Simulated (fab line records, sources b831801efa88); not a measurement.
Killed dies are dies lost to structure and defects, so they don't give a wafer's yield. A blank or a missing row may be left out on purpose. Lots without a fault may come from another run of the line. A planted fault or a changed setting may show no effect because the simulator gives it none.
One fault seen from 2 desks | flow sky130 | each desk has only its own numbers; what lay behind them comes last

THE TOOL OWNER'S DESK: iline_stepper-02
The tool's own readings at SKY_LDD_LDN_EXPOSE_04 (exposes mask LDNTM, target cd 700 nm): means of the sampled wafers that have a number, for each lot that ran on this tool. A lot is out of limits, marked OUT, if its mean lies more than 4 standard deviations from the usual mean; the brackets give that distance.
Columns: A = reticle_temp_C at SKY_LDD_LDN_EXPOSE_04, usual 23.01 C; B = stage_vel_mm_s at SKY_LDD_LDN_EXPOSE_04, usual 500.00 mm/s
lot  | first seen here | A     | B
L994 | day 22 17:19    | 22.86 | 500.03
L997 | day 23 18:22    | 23.23 | 499.70
L999 | day 24 13:00    | 22.87 | 499.89
L102 | day 25 18:03    | 22.98 | 500.20
L103 | day 26 11:04    | 22.94 | 500.11
L104 | day 26 13:45    | 22.96 | 499.69
L108 | day 27 19:04    | 23.01 | 499.86
L110 | day 28 12:44    | 23.03 | 500.00
This desk's finding: nothing out of limits on any of the 8 lots.

THE METROLOGY DESK
What the gauges read, lot by lot, whatever tool the lot ran on: means of the sampled wafers that have a number. A lot is out of limits, marked OUT, if its mean lies more than 4 standard deviations from the usual mean; the brackets give that distance.
Columns: A = LDD_HVN_TW at SKY_LDD_HVN_TW_MEAS_10, usual 1435; B = LDD_LDN_OVL at SKY_LDD_LDN_OVL_MEAS_07, usual -0.5 nm
lot  | first seen here | A    | B
L994 | day 20 19:06    | 1446 | -1.5
L996 | day 21 16:27    | 1458 | -0.7
L997 | day 21 20:23    | 1435 | -1.5
L999 | day 22 15:23    | 1412 | 0.7
L102 | day 23 21:55    | 1415 | 0.2
L103 | day 24 14:46    | 1419 | 112.6 (+94) OUT
L104 | day 24 17:28    | 1419 | 113.1 (+95) OUT
L108 | day 25 22:49    | 1419 | 113.5 (+95) OUT
L110 | day 26 17:35    | 1429 | 113.2 (+95) OUT
L112 | day 27 13:20    | 1430 | -0.1
L113 | day 27 21:43    | 1453 | -0.6
L115 | day 28 06:02    | 1433 | -0.9
This desk's finding: out of limits on L103, L104, L108, L110; first on L103, day 27 00:40 (LDD_LDN_OVL at SKY_LDD_LDN_OVL_MEAS_07). In limits: L994, L996, L997, L999, L102, L112, L113, L115.

PUT TOGETHER
The metrology desk could have raised an alarm at day 27 00:40, on L103, L104, L108, L110.
The tool owner's desk saw nothing out of limits.
The tool owner's desk has L103, L104, L108, L110 on record, within its limits.
Of the lots named, all ran SKY_LDD_LDN_EXPOSE_04 on iline_stepper-02.

WHAT THE SIMULATOR HAD PUT IN
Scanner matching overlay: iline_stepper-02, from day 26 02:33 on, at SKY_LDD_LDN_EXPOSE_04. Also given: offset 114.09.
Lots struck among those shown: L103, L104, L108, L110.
Hours from the fault's start to each desk's first reading out of limits: the metrology desk, 22.
